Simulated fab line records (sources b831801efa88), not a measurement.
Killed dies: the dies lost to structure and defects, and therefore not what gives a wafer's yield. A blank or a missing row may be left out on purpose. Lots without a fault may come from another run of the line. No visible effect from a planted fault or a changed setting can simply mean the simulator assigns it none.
Chamber matching    flow sfqLine    SFQ_TRILAYER_I2_DEP_PECVD_063 on pecvd-04: 3 sister chambers
The step deposits SiO2 from SiH4/N2O, time 111.11 s, target thk 500 nm. 14 wafers are shown with their chamber, then 7 later ones without.

EACH WAFER AND ITS CHAMBER
wafer   chamber  throttleValvePct (%)  heaterPowerW (W)
L570.2  0        23.9                  76
L570.5  2        25.5                  79
L570.6  0        24.1                  77
L571.2  1        23.2                  81
L571.5  2        25.7                  79
L571.6  1        23.3                  84
L573.1  0        24.0                  77
L573.2  2        25.8                  74
L573.3  1        23.1                  84
L580.1  2        26.2                  76
L580.3  0        24.2                  69
L580.5  0        24.0                  72
L582.1  0        24.3                  76
L582.3  2        26.2                  80

SIGNATURES, as means of the wafers listed above
reading           chamber 0  chamber 1  chamber 2  scatter within a chamber
throttleValvePct  24.083     23.200     25.880     0.217
heaterPowerW      74.50      83.00      77.60      2.77
Rule: for each reading, subtract the chamber's mean from the wafer's reading, divide by that reading's scatter and square the result; add these up over the readings and take the root, which gives the wafer's distance from the chamber. The wafer belongs to the nearest chamber; if the next one is less than 2 further off, it can't be placed. The scatter: take each reading less its chamber's mean, square it, sum over the shown wafers, divide by the number of wafers less the number of chambers, and take the root.

WAFERS WITHOUT THEIR CHAMBER
wafer   throttleValvePct (%)  heaterPowerW (W)
L582.6  24.3                  79
L585.3  24.1                  74
L585.4  23.6                  87
L585.6  26.1                  78
L592.1  23.6                  92
L592.2  26.5                  78
L592.6  26.5                  79

WHICH CHAMBER EACH WENT THROUGH
wafer   from the rows above  in truth
L582.6  0                    0
L585.3  0                    0
L585.4  1                    1
L585.6  2                    2
L592.1  1                    1
L592.2  2                    2
L592.6  2                    2
Placed correctly: 7 of 7. Number that these rows cannot place: 0. Number placed wrongly: 0.
